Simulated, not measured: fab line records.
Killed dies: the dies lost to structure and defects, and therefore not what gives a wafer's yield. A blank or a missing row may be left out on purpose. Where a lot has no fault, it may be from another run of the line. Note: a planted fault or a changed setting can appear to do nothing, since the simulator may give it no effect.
Commonality check across tools	flow gf180mcu	Sampled: 11 lots, 33 wafers

== WHY IT WAS OPENED ==
Of 11 lots, 2 have the reading HV_LDD_3_TW flagged at GF_HV_LDD_TW_MEAS_38. Wafers without a fault read 1433, standard deviation 11.
Rule: a lot is flagged when every wafer of it that has a number lies more than 4 standard deviations from that mean, or none has a number. All remaining lots are regarded as sound.

lot	measured	on	HV_LDD_3_TW, wafer by wafer	flag
L166	day 11 21:31	filmMetro-04	1446 1449 1446	
L167	day 12 00:28	filmMetro-04	1448 1446 1446	
L170	day 12 23:25	filmMetro-04	1451 1446 1450	
L172	day 13 12:44	filmMetro-02	1418 1425 1425	
L174	day 14 08:55	filmMetro-01	1439 1447 1446	
L175	day 14 16:02	filmMetro-04	1441 1437 1445	
L176	day 14 20:58	filmMetro-01	1432 1443 1444	
L181	day 16 17:10	filmMetro-02	1368 1368 1363	FLAGGED
L182	day 17 08:18	filmMetro-02	1357 1370 1363	FLAGGED
L187	day 18 08:15	filmMetro-02	1414 1412 1416	
L188	day 19 01:31	filmMetro-02	1419 1419 1425	
On average the flagged lots' numbers are 1365, which is -68 against the usual, or -6 standard deviations.

== TOOL THAT RAN EACH LOT ==
2 process steps preceding the reading are held in the record, out of 602 steps in the route. Cell contents, in order: the tool; ch with the chambers the sampled wafers went through; the start.
lot	flag	GF_NWELL_STRIP_10	GF_HV_LDD_IMPLANT_36
L166		plasmaAsher-04 ch 0,1, day 3 10:06	implanter-04 ch 0, day 11 21:16
L167		plasmaAsher-01 ch 0,1, day 3 14:26	implanter-02 ch 0, day 12 00:14
L170		plasmaAsher-02 ch 0,1, day 4 09:11	implanter-04 ch 0, day 12 23:10
L172		plasmaAsher-02 ch 0,1, day 4 16:58	implanter-04 ch 0, day 13 12:32
L174		plasmaAsher-04 ch 0,1, day 5 04:12	implanter-03 ch 0, day 14 08:41
L175		plasmaAsher-02 ch 0,1, day 5 09:10	implanter-03 ch 0, day 14 15:50
L176		plasmaAsher-01 ch 0,1, day 5 15:23	implanter-03 ch 0, day 14 20:43
L181	FLAGGED	plasmaAsher-02 ch 0, day 6 17:59	implanter-03 ch 0, day 16 16:56
L182	FLAGGED	plasmaAsher-01 ch 0,1, day 7 09:05	implanter-03 ch 0, day 17 08:03
L187		plasmaAsher-04 ch 0,1, day 8 03:38	implanter-04 ch 0, day 18 08:00
L188		plasmaAsher-01 ch 0,1, day 8 12:29	implanter-04 ch 0, day 19 01:16
What these steps do:
- GF_NWELL_STRIP_10: strips in O2/N2.
- GF_HV_LDD_IMPLANT_36
- GF_HV_LDD_TW_MEAS_38

== FLAGGED OVER TOTAL, TOOL BY TOOL (the gauges that took the reading come last) ==
step	tool	lots run	flagged	share of the flagged lots	sound lots run after its first flagged lot
GF_NWELL_STRIP_10	plasmaAsher-01	4	1	some	1 (L188)
GF_NWELL_STRIP_10	plasmaAsher-02	4	1	some	0
GF_NWELL_STRIP_10	plasmaAsher-04	3	0	none	-
GF_HV_LDD_IMPLANT_36	implanter-02	1	0	none	-
GF_HV_LDD_IMPLANT_36	implanter-03	5	2	all	0
GF_HV_LDD_IMPLANT_36	implanter-04	5	0	none	-
GF_HV_LDD_TW_MEAS_38	filmMetro-01	2	0	none	-
GF_HV_LDD_TW_MEAS_38	filmMetro-02	5	2	all	2 (L187,L188)
GF_HV_LDD_TW_MEAS_38	filmMetro-04	4	0	none	-

== WHAT IS ALLOWED BY THE TABLE ==
In 2 table rows, all flagged lots were run: implanter-03 (GF_HV_LDD_IMPLANT_36), filmMetro-02 (GF_HV_LDD_TW_MEAS_38).
- implanter-03 at GF_HV_LDD_IMPLANT_36 ran 5 lots, 2 of them flagged. Its last sound lot is L176 (day 14 20:43), its first flagged lot L181 (day 16 16:56): a fault that began between those two fits. Its own readings (doseIonsCm2, faradayCurrentUA) fall more than 4 standard deviations out on all wafers of the flagged lots.
- filmMetro-02 at GF_HV_LDD_TW_MEAS_38 ran 5 lots, 2 of them flagged. Sound lots followed the first flagged one (L187, L188) on it, something a lasting fault affecting the whole tool could not allow.
Left over: one tool, implanter-03 at GF_HV_LDD_IMPLANT_36.

== WHAT THE SIMULATOR HAD INSERTED ==
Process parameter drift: implanter-03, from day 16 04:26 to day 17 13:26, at GF_HV_LDD_IMPLANT_36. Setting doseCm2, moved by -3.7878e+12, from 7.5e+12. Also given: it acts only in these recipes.
Lots struck among those shown: L181, L182. The rule above found the same.
